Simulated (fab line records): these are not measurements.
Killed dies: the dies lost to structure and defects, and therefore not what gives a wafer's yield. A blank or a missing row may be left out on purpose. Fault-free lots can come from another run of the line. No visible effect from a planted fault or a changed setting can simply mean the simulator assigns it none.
fab line records ; flow sky130
record: lots: 7; wafers: 20; last_day: 50
route steps=708 shown METAL5@664 PAD_OPEN@708
lots that met no fault: from a run of the same line without faults
start_h: hours from the record's first day to the start of the lot's first wafer shown ; wait_h: hours from the lot's prior step to this one ; " same as the row above ; L1.1+2: a single row standing in for several wafers ; - either no value or no given start ; * or withheld: withheld ; < > ~ a bound
route shown NAME@n: a module of which the file shows steps, and the number in the route of the first ; usual: mean and standard deviation over wafers with no fault ; same: alike in all rows ; chamber/n: place in a boat ; sites: each site's reading ; _std_site: standard deviation of those values ; _edge_site: the outer-site mean with the inner-site mean subtracted ; radius_mm: for every site, how far away it sits from the centre of the wafer ; mask NAME#n: copy n ; behind: the last tool/chamber to shape the wafer ; hold: cause of the lot's hold/its duration in hours/its outcome ; device: which transistor (n, p or np) failed to switch ; end of line: the tests these same wafers got at the end of their route ; a step with no rows: only its recipe ; killed: count of dies lost to structure and defects at first sort (not the wafer's yield) ; map: shows each die of a wafer: x if killed, . if not, _ if none is there
set.NAME: the setting that was run; set.NAME@STEP: the one run at that earlier step ; model.NAME: the simulator's own value behind a step, which no gauge read
certain route steps with their lots: each step a table, each wafer a row
services: when a tool's chamber went out of use (start_h, in hours from the record's first day, below 0 if earlier), for how many hours, and the reason
== steps ==
step: SKY_METAL5_SPUTTER_03
recipe: material: Ti; target_thk_nm: 5; power_w: 3000; time_s: 3.3; chamber_pressure_pa: 0.4
usual: throttle_valve_pct: 29.9/1.2
lot.wafer;tool;chamber;start_h;wait_h;throttle_valve_pct
L390.1;pvd_sputter-03;-;1033.47;0.0;29.6
L390.3;pvd_sputter-03;-;1033.47;0.0;29.4
L390.5;pvd_sputter-03;-;1033.47;0.0;29.5
L393.3;pvd_sputter-02;-;1055.32;0.0;28.4
L393.4;pvd_sputter-02;-;1055.32;0.0;31.5
L393.5;pvd_sputter-02;-;1055.32;0.0;27.7
L395.2;pvd_sputter-03;-;1065.58;0.0;29.5
L395.4;pvd_sputter-03;-;1065.58;0.0;29.7
L395.6;pvd_sputter-03;-;1065.58;0.0;29.7
L398.1;pvd_sputter-04;-;1087.04;0.0;30.9
L398.4;pvd_sputter-04;-;1087.04;0.0;30.9
L401.2;pvd_sputter-02;-;1103.38;0.0;31.5
L401.4;pvd_sputter-02;-;1103.38;0.0;28.5
L401.5;pvd_sputter-02;-;1103.38;0.0;27.8
L404.2;pvd_sputter-03;-;1125.07;0.0;29.2
L404.4;pvd_sputter-03;-;1125.07;0.0;29.5
L404.6;pvd_sputter-03;-;1125.07;0.0;29.1
L408.1;pvd_sputter-03;-;1144.83;0.0;29.4
L408.3;pvd_sputter-03;-;1144.83;0.0;29.7
L408.5;pvd_sputter-03;-;1144.83;0.0;29.4
step: SKY_METAL5_SPUTTER_04
recipe: material: TiN; target_thk_nm: 70; power_w: 6500; time_s: 58.3; chamber_pressure_pa: 0.4
usual: throttle_valve_pct: 29.9/1.1
lot.wafer;tool;chamber;start_h;wait_h;throttle_valve_pct
L390.1;pvd_sputter-03;-;1033.49;0.0;29.2
L390.3;pvd_sputter-03;-;1033.49;0.0;29.8
L390.5;pvd_sputter-03;-;1033.49;0.0;29.6
L393.3;pvd_sputter-02;-;1055.33;0.0;28.4
L393.4;pvd_sputter-02;-;1055.33;0.0;31.6
L393.5;pvd_sputter-02;-;1055.33;0.0;27.9
L395.2;pvd_sputter-03;-;1065.60;0.0;29.7
L395.4;pvd_sputter-03;-;1065.60;0.0;30.0
L395.6;pvd_sputter-03;-;1065.60;0.0;29.9
L398.1;pvd_sputter-04;-;1087.06;0.0;31.1
L398.4;pvd_sputter-04;-;1087.06;0.0;31.0
L401.2;pvd_sputter-02;-;1103.40;0.0;31.6
L401.4;pvd_sputter-02;-;1103.40;0.0;28.3
L401.5;pvd_sputter-02;-;1103.40;0.0;27.9
L404.2;pvd_sputter-03;-;1125.09;0.0;29.4
L404.4;pvd_sputter-03;-;1125.09;0.0;29.5
L404.6;pvd_sputter-03;-;1125.09;0.0;29.3
L408.1;pvd_sputter-03;-;1144.85;0.0;29.4
L408.3;pvd_sputter-03;-;1144.85;0.0;29.6
L408.5;pvd_sputter-03;-;1144.85;0.0;29.1
step: SKY_METAL5_RS_MEAS_05
recipe: thk_meas_gauge: four-point-probe; reads: TiN_of_METAL5_SPUTTER_04+Ti_of_METAL5_SPUTTER_03+AlCu_of_METAL5_SPUTTER_02+TiN_of_METAL5_SPUTTER_01+Ti_of_METAL5_SPUTTER_00
usual: METAL5_ALCU_RS: 0.0270/0.00031
lot.wafer;tool;chamber;start_h;wait_h;METAL5_ALCU_RS[ohm/sq]
L390.1;film_metro-02;-;1033.54;0.0;0.0269
L390.3;film_metro-02;-;1033.54;0.0;0.0269
L390.5;film_metro-02;-;1033.54;0.0;0.0270
L393.3;film_metro-01;-;1055.42;0.1;0.0275
L393.4;film_metro-01;-;1055.42;0.1;0.0274
L393.5;film_metro-01;-;1055.42;0.1;0.0275
L395.2;film_metro-02;-;1065.67;0.0;0.0273
L395.4;film_metro-02;-;1065.67;0.0;0.0272
L395.6;film_metro-02;-;1065.67;0.0;0.0271
L398.1;film_metro-03;-;1087.11;0.0;0.0270
L398.4;film_metro-03;-;1087.11;0.0;0.0271
L401.2;film_metro-01;-;1103.47;0.0;0.0264
L401.4;film_metro-01;-;1103.47;0.0;0.0266
L401.5;film_metro-01;-;1103.47;0.0;0.0267
L404.2;film_metro-03;-;1125.15;0.0;0.0265
L404.4;film_metro-03;-;1125.15;0.0;0.0265
L404.6;film_metro-03;-;1125.15;0.0;0.0266
L408.1;film_metro-03;-;1144.91;0.0;0.0268
L408.3;film_metro-03;-;1144.91;0.0;0.0265
L408.5;film_metro-03;-;1144.91;0.0;0.0265
step: SKY_METAL5_THK_MEAS_06
recipe: thk_meas_gauge: xrf; reads: AlCu_of_METAL5_SPUTTER_02
usual: METAL5_ALCU_THK: 1139/13
lot.wafer;tool;chamber;start_h;wait_h;METAL5_ALCU_THK[nm]
L390.1;film_metro-02;-;1033.66;0.1;1149
L390.3;film_metro-02;-;1033.66;0.1;1152
L390.5;film_metro-02;-;1033.66;0.1;1144
L393.3;film_metro-01;-;1055.52;0.1;1120
L393.4;film_metro-01;-;1055.52;0.1;1125
L393.5;film_metro-01;-;1055.52;0.1;1116
L395.2;film_metro-02;-;1065.78;0.1;1123
L395.4;film_metro-02;-;1065.78;0.1;1129
L395.6;film_metro-02;-;1065.78;0.1;1137
L398.1;film_metro-03;-;1087.23;0.1;1144
L398.4;film_metro-03;-;1087.23;0.1;1135
L401.2;film_metro-01;-;1103.58;0.1;1158
L401.4;film_metro-01;-;1103.58;0.1;1151
L401.5;film_metro-01;-;1103.58;0.1;1152
L404.2;film_metro-03;-;1125.26;0.1;1158
L404.4;film_metro-03;-;1125.26;0.1;1160
L404.6;film_metro-03;-;1125.26;0.1;1158
L408.1;film_metro-03;-;1145.03;0.1;1143
L408.3;film_metro-03;-;1145.03;0.1;1154
L408.5;film_metro-03;-;1145.03;0.1;1159
step: SKY_METAL5_DEHYDRATE_07
recipe: temp_c: 200; time_s: 60
step: SKY_METAL5_HMDS_08
recipe: prime_time_s: 60; prime_temp_c: 120
step: SKY_METAL5_COAT_09
recipe: resist: NOVOLAK; spin_rpm: 3000; resist_thk_nm: 1800
step: SKY_METAL5_SOFTBAKE_10
recipe: temp_c: 90; time_s: 60; resist: NOVOLAK
step: SKY_METAL5_EXPOSE_11
recipe: mask_id: MM5; na: 0.6; source_shape: conventional; sigma_outer: 0.6; polarization: unpolarized; target_cd_nm: 1600; dose_mj: 190
step: SKY_METAL5_PEB_12
recipe: temp_c: withheld; time_s: *; resist: NOVOLAK
step: SKY_METAL5_DEVELOP_13
recipe: resist: NOVOLAK; developer: TMAH; develop_time_s: 60; dev_temp_c: 23
step: SKY_METAL5_DESCUM_14
recipe: chemistry: O2; source_power_w: 150; bias_power_w: 0; pressure_mtorr: 10; temp_c: 40; time_s: 11
usual: drypump_motor_current_A: 5.6/0.32; oes_product_au: 1.002/0.008; temp_c: 40.00/0.1
lot.wafer;tool;chamber;start_h;wait_h;drypump_motor_current_A;oes_product_au;rf_hours_counter_h;temp_c
L390.1;rie_metal-01;0;1055.95;0.1;5.9;0.994;14;39.88
L390.3;rie_metal-01;0;1055.95;0.1;5.9;0.991;-;40.12
L390.5;rie_metal-01;1;1055.95;0.1;5.5;0.992;-;39.91
L393.3;rie_metal-01;0;1076.10;0.1;5.9;0.995;-;40.35
L393.4;rie_metal-01;1;1076.10;0.1;5.6;1.004;-;40.13
L393.5;rie_metal-01;1;1076.10;0.1;5.6;1.006;-;40.04
L395.2;rie_metal-01;1;1085.73;0.1;5.6;0.994;9;40.02
L395.4;rie_metal-01;1;1085.73;0.1;5.5;0.999;-;40.09
L395.6;rie_metal-01;1;1085.73;0.1;5.6;1.008;-;39.93
L398.1;rie_metal-01;1;1107.50;0.1;5.5;0.988;11;39.94
L398.4;rie_metal-01;1;1107.50;0.1;5.5;1.000;-;40.09
L401.2;rie_metal-01;1;1122.75;0.1;5.5;0.992;12;40.04
L401.4;rie_metal-01;0;1122.75;0.1;5.9;0.989;-;39.97
L401.5;rie_metal-01;1;1122.75;0.1;5.5;0.994;-;39.99
L404.2;rie_metal-02;1;1143.54;0.1;5.8;0.992;12;40.04
L404.4;rie_metal-02;0;1143.54;0.1;5.2;1.009;-;39.96
L404.6;rie_metal-02;0;1143.54;0.1;5.2;0.996;-;40.05
L408.1;rie_metal-02;1;1163.46;0.1;5.8;1.004;14;40.02
L408.3;rie_metal-02;0;1163.46;0.1;5.2;1.003;-;40.11
L408.5;rie_metal-02;0;1163.46;0.1;5.2;1.007;-;39.93
step: SKY_METAL5_METAL_ETCH_15
recipe: target_depth_a: 12600; stop_on: SiO2; over_etch_frac: 0.2; time_s: 252; chemistry: Cl2/BCl3; resist_sidewall_deg: 86; pressure_mtorr: 10; icp_w: 900; bias_w: 48.5; Cl2_flow_sccm: 60; bcl3_flow_sccm: 30
usual: drypump_motor_current_A: 5.6/0.32; oes_product_au: 0.894/0.005; run_length_s: 280.5/0.9; throttle_valve_pct: 22.264/0.0087
lot.wafer;tool;chamber;start_h;wait_h;drypump_motor_current_A;oes_product_au;rf_hours_counter_h;run_length_s;throttle_valve_pct;model.NOVOLAK_of_METAL5_COAT_09.thk_nm;model.METAL5.cd_nm
L390.1;rie_metal-01;0;1055.99;0.0;5.9;0.894;14;280.4;22.270;1033;1593
L390.3;rie_metal-01;0;1055.99;0.0;5.9;0.890;-;280.3;22.265;1032;1593
L390.5;rie_metal-01;1;1055.99;0.0;5.5;0.891;-;280.2;22.248;1025;1597
L393.3;rie_metal-01;0;1076.20;0.1;5.9;0.902;-;280.8;22.271;1030;1597
L393.4;rie_metal-01;1;1076.20;0.1;5.5;0.895;-;280.2;22.265;1037;1601
L393.5;rie_metal-01;1;1076.20;0.1;5.5;0.895;-;280.0;22.269;1032;1599
L395.2;rie_metal-01;1;1085.77;0.0;5.6;0.990;9;256.4;22.256;1127;1607
L395.4;rie_metal-01;1;1085.77;0.0;5.5;0.989;-;256.8;22.260;1126;1614
L395.6;rie_metal-01;1;1085.77;0.0;5.5;0.904;-;280.4;22.251;1049;1604
L398.1;rie_metal-01;1;1107.54;0.0;5.5;0.899;11;280.4;22.266;1040;1595
L398.4;rie_metal-01;1;1107.54;0.0;5.6;0.988;-;256.4;22.263;1109;1611
L401.2;rie_metal-01;1;1122.79;0.0;5.5;0.983;12;256.4;22.256;1109;1616
L401.4;rie_metal-01;0;1122.79;0.0;5.9;0.978;-;257.0;22.268;1109;1610
L401.5;rie_metal-01;1;1122.79;0.0;5.6;0.892;-;280.3;22.265;1038;1613
L404.2;rie_metal-02;1;1143.57;0.0;5.8;0.899;12;280.1;22.273;1035;1594
L404.4;rie_metal-02;0;1143.57;0.0;5.2;0.892;-;280.2;22.266;1027;1590
L404.6;rie_metal-02;0;1143.57;0.0;5.2;0.898;-;281.2;22.267;1032;1587
L408.1;rie_metal-02;1;1163.49;0.0;5.8;0.893;14;280.2;22.258;1032;1597
L408.3;rie_metal-02;0;1163.49;0.0;5.2;0.896;-;280.3;22.259;1032;1599
L408.5;rie_metal-02;0;1163.49;0.0;5.2;0.896;-;280.5;22.270;1035;1593
step: SKY_METAL5_STRIP_16
recipe: chemistry: O2/N2; power_w: 1400; pressure_mtorr: 1500; platen_temp_c: withheld; o2_flow_sccm: 3000; n2_flow_sccm: 300; overash_fraction: 0.5
usual: drypump_motor_current_A: 5.8/0.44; oes_product_au: 0.711/0.0045; strip_time_to_endpoint_s: 13.07/0.13
lot.wafer;tool;chamber;start_h;wait_h;drypump_motor_current_A;oes_product_au;rf_hours_counter_h;strip_time_to_endpoint_s
L390.1;plasma_asher-02;0;1056.22;0.2;5.9;0.717;63;13.04
L390.3;plasma_asher-02;1;1056.22;0.2;6.0;0.704;-;13.04
L390.5;plasma_asher-02;1;1056.22;0.2;6.0;0.705;-;12.95
L393.3;plasma_asher-03;0;1076.39;0.1;6.5;0.711;-;13.00
L393.4;plasma_asher-03;1;1076.39;0.1;5.9;0.711;-;13.09
L393.5;plasma_asher-03;0;1076.39;0.1;6.5;0.708;-;13.04
L395.2;plasma_asher-01;1;1086.00;0.2;5.4;0.715;93;14.13
L395.4;plasma_asher-01;0;1086.00;0.2;5.2;0.717;-;14.12
L395.6;plasma_asher-01;1;1086.00;0.2;5.3;0.713;-;13.24
L398.1;plasma_asher-03;0;1107.77;0.2;6.5;0.704;36;13.13
L398.4;plasma_asher-03;1;1107.77;0.2;5.9;0.705;-;13.91
L401.2;plasma_asher-03;0;1123.02;0.2;6.5;0.704;38;13.90
L401.4;plasma_asher-03;0;1123.02;0.2;6.5;0.715;-;13.93
L401.5;plasma_asher-03;0;1123.02;0.2;6.5;0.719;-;13.13
L404.2;plasma_asher-01;1;1143.81;0.2;5.3;0.713;98;13.07
L404.4;plasma_asher-01;0;1143.81;0.2;5.2;0.704;-;12.97
L404.6;plasma_asher-01;0;1143.81;0.2;5.2;0.710;-;13.04
L408.1;plasma_asher-01;1;1163.72;0.2;5.4;0.715;100;13.05
L408.3;plasma_asher-01;1;1163.72;0.2;5.3;0.706;-;13.03
L408.5;plasma_asher-01;1;1163.72;0.2;5.4;0.712;-;13.07
step: SKY_METAL5_STRIP_17
recipe: chemistry: post_etch_residue_remover; time_s: 1200; temp_c: 72.5
step: SKY_PAD_OPEN_PROBE_99
lot.wafer;tool;chamber;start_h;wait_h;model.etest.met5.width_nm;model.etest.met5_comb.leak_log10_a_um
L390.1;prober-01;-;1101.88;0.1;1592;-12.08
L390.3;prober-01;-;1101.98;0.2;1591;-11.76
L390.5;prober-01;-;1102.08;0.2;1596;-12.14
L393.3;prober-02;-;1121.26;0.2;1600;-12.17
L393.4;prober-02;-;1121.31;0.2;1601;-12.02
L393.5;prober-02;-;1121.36;0.2;1598;-11.94
L395.2;prober-02;-;1128.71;0.1;1607;-11.68
L395.4;prober-02;-;1128.81;0.2;1612;-11.8
L395.6;prober-02;-;1128.91;0.2;1605;-11.98
L398.1;prober-01;-;1148.95;0.1;1592;-11.95
L398.4;prober-01;-;1149.10;0.2;1608;-11.82
L401.2;prober-01;-;1162.81;0.1;1617;-11.69
L401.4;prober-01;-;1162.91;0.2;1612;-10.86
L401.5;prober-01;-;1162.96;0.2;1613;-12.01
L404.2;prober-01;-;1182.32;0.1;1593;-11.98
L404.4;prober-01;-;1182.42;0.2;1587;-12.08
L404.6;prober-01;-;1182.52;0.2;1587;-11.99
L408.1;prober-01;-;1199.27;0.1;1595;-11.97
L408.3;prober-01;-;1199.37;0.2;1600;-12.02
L408.5;prober-01;-;1199.47;0.2;1595;-12.12
killed by level:class
L390.1 VIA1:geometric_particle:open=11 CONTACT:geometric_particle:open=8 VIA3:geometric_particle:open=7 VIA1:geometric_particle:short=7 LI_CONTACT:geometric_particle:short=6 FIELD_ISO:geometric_particle:short=5 LI_CONTACT:geometric_particle:open=5 VIA2:geometric_particle:open=5
L390.3 VIA1:geometric_particle:open=12 CONTACT:geometric_particle:open=9 VIA2:geometric_particle:open=8 LI_CONTACT:geometric_particle:open=7 LI_CONTACT:geometric_particle:short=6 METAL2:geometric_particle:short=6 FIELD_ISO:geometric_particle:short=4 POLY_GATE:geometric_particle:open=4
L390.5 VIA1:geometric_particle:open=13 FIELD_ISO:geometric_particle:open=7 FIELD_ISO:geometric_particle:short=5 LI_CONTACT:geometric_particle:open=5 LOCAL_INTERCONNECT:geometric_particle:short=5 CONTACT:geometric_particle:open=5 METAL1:geometric_particle:short=5 POLY_GATE:geometric_particle:open=4
L393.3 VIA1:geometric_particle:open=15 CONTACT:geometric_particle:short=8 FIELD_ISO:geometric_particle:short=7 CONTACT:geometric_particle:open=7 FIELD_ISO:geometric_particle:open=6 VIA2:geometric_particle:open=6 LI_CONTACT:geometric_particle:open=6 VIA3:geometric_particle:open=5
L393.4 VIA1:geometric_particle:open=13 METAL2:geometric_particle:short=7 CONTACT:geometric_particle:open=7 VIA3:geometric_particle:open=6 LI_CONTACT:geometric_particle:open=5 VIA1:geometric_particle:short=5 FIELD_ISO:geometric_particle:open=4 POLY_CUT:geometric_particle:open=3
L393.5 CONTACT:geometric_particle:open=14 VIA1:geometric_particle:open=11 LI_CONTACT:geometric_particle:open=9 POLY_GATE:geometric_particle:short=8 VIA2:geometric_particle:open=7 METAL1:geometric_particle:short=6 CONTACT:geometric_particle:short=5 VIA1:geometric_particle:short=5
L395.2 VIA1:geometric_particle:open=12 VIA2:geometric_particle:open=11 CONTACT:geometric_particle:open=10 LI_CONTACT:geometric_particle:open=9 METAL1:geometric_particle:short=7 VIA3:geometric_particle:open=7 METAL2:geometric_particle:short=5 FIELD_ISO:geometric_particle:short=4
L395.4 VIA1:geometric_particle:open=13 METAL1:geometric_particle:short=10 VIA2:geometric_particle:open=6 CONTACT:geometric_particle:open=6 METAL3:geometric_particle:short=6 LOCAL_INTERCONNECT:geometric_particle:short=5 FIELD_ISO:geometric_particle:open=4 LI_CONTACT:geometric_particle:open=4
L395.6 VIA1:geometric_particle:open=16 METAL1:geometric_particle:short=13 VIA2:geometric_particle:open=10 CONTACT:geometric_particle:open=9 METAL3:geometric_particle:short=7 VIA3:geometric_particle:open=7 LI_CONTACT:geometric_particle:open=5 FIELD_ISO:geometric_particle:short=4
L398.1 LI_CONTACT:geometric_particle:open=11 METAL2:geometric_particle:short=9 METAL1:geometric_particle:short=8 VIA1:geometric_particle:open=8 VIA3:geometric_particle:open=8 CONTACT:geometric_particle:open=7 VIA1:geometric_particle:short=7 LOCAL_INTERCONNECT:geometric_particle:short=4
L398.4 VIA3:geometric_particle:open=8 METAL2:geometric_particle:short=8 CONTACT:geometric_particle:open=7 FIELD_ISO:geometric_particle:open=5 CONTACT:geometric_particle:short=5 VIA2:geometric_particle:open=5 METAL1:geometric_particle:short=4 VIA1:geometric_particle:short=4
L404.2 CONTACT:geometric_particle:open=11 VIA1:geometric_particle:open=8 VIA1:geometric_particle:short=6 VIA3:geometric_particle:open=6 VIA2:geometric_particle:open=4 VIA3:geometric_particle:short=4 LI_CONTACT:geometric_particle:short=3 CONTACT:geometric_particle:short=3
L404.4 VIA1:geometric_particle:open=18 CONTACT:geometric_particle:open=8 LI_CONTACT:geometric_particle:open=6 VIA3:geometric_particle:open=6 POLY_GATE:geometric_particle:open=4 VIA2:geometric_particle:short=4 METAL1:geometric_particle:short=4 VIA2:geometric_particle:open=4
L404.6 VIA1:geometric_particle:open=13 METAL1:geometric_particle:short=8 VIA3:geometric_particle:open=7 POLY_GATE:geometric_particle:open=4 LI_CONTACT:geometric_particle:open=4 CONTACT:geometric_particle:short=4 CONTACT:geometric_particle:open=4 METAL2:geometric_particle:short=4
L408.1 CONTACT:geometric_particle:open=10 VIA1:geometric_particle:open=10 VIA3:geometric_particle:open=8 POLY_GATE:geometric_particle:short=7 VIA2:geometric_particle:open=6 CONTACT:geometric_particle:short=6 FIELD_ISO:geometric_particle:short=4 FIELD_ISO:geometric_particle:open=4
L408.3 METAL1:geometric_particle:short=12 CONTACT:geometric_particle:open=11 VIA1:geometric_particle:open=8 LI_CONTACT:geometric_particle:open=7 METAL2:geometric_particle:short=5 FIELD_ISO:geometric_particle:short=4 POLY_GATE:geometric_particle:short=4 SPACER:geometric_particle:short=4
L408.5 CONTACT:geometric_particle:open=8 VIA3:geometric_particle:open=8 CONTACT:geometric_particle:short=7 VIA1:geometric_particle:open=7 METAL2:geometric_particle:short=7 VIA2:geometric_particle:open=7 LI_CONTACT:geometric_particle:open=6 METAL3:geometric_particle:short=6
== services ==
tool;chamber;start_h;hours;kind
pvd_sputter-03;3;1018.35;-;consumable_replace:kit
pvd_sputter-03;3;1018.35;18.0;scheduled_down
pvd_sputter-03;3;1018.35;18.0;vent_cycle
pvd_sputter-03;-;1045.94;2.6;repair
plasma_asher-01;-;1071.03;2.4;repair
pvd_sputter-03;2;1103.99;-;consumable_replace:kit
pvd_sputter-03;2;1103.99;18.0;scheduled_down
pvd_sputter-03;2;1103.99;18.0;vent_cycle
pvd_sputter-04;3;1111.48;-;consumable_replace:kit
pvd_sputter-04;3;1111.48;18.0;scheduled_down
pvd_sputter-04;3;1111.48;18.0;vent_cycle
pvd_sputter-04;-;1123.53;2.3;repair
pvd_sputter-02;2;1128.12;-;consumable_replace:kit
pvd_sputter-02;2;1128.12;18.0;scheduled_down
pvd_sputter-02;2;1128.12;18.0;vent_cycle
pvd_sputter-03;1;1148.26;-;consumable_replace:kit
pvd_sputter-03;1;1148.26;18.0;scheduled_down
pvd_sputter-03;1;1148.26;18.0;vent_cycle
== key ==
first_sign: step: SKY_METAL5_METAL_ETCH_15; reading: run_length_s; direction: down; sigmas: 26; usual: *; struck: *
effect: step: SKY_METAL5_METAL_ETCH_15; reading: oes_product_au; direction: up; sigmas: 18; usual: 0.894; struck: 0.985
effect: step: SKY_METAL5_STRIP_16; reading: strip_time_to_endpoint_s; direction: up; sigmas: 7.3; usual: *; struck: *
model_effect: step: SKY_METAL5_METAL_ETCH_15; value: NOVOLAK_of_METAL5_COAT_09.thk_nm; without: 1045; struck: 1116
model_effect: step: SKY_PAD_OPEN_PROBE_99; value: etest.met5.width_nm; without: 1603; struck: 1611
met_at SKY_METAL5_METAL_ETCH_15
struck_wafers L395.2,L395.4,L398.4,L401.2,L401.4
sort_left_out L401.2,L401.4
onset_between 1076.20 1085.77
fault: kind: process_parameter_drift; tool: rie_metal-01; chamber: -; onset_h: 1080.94; steps: SKY_METAL5_METAL_ETCH_15; channel: time_s; offset: *; shape: step; end_h: 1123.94; scope: struck_wafers_only; acts_in: *; stated: *
sort_left_out: the simulated sort isn't trusted on such a fault, so these wafers' sort isn't shown, and their yield isn't known
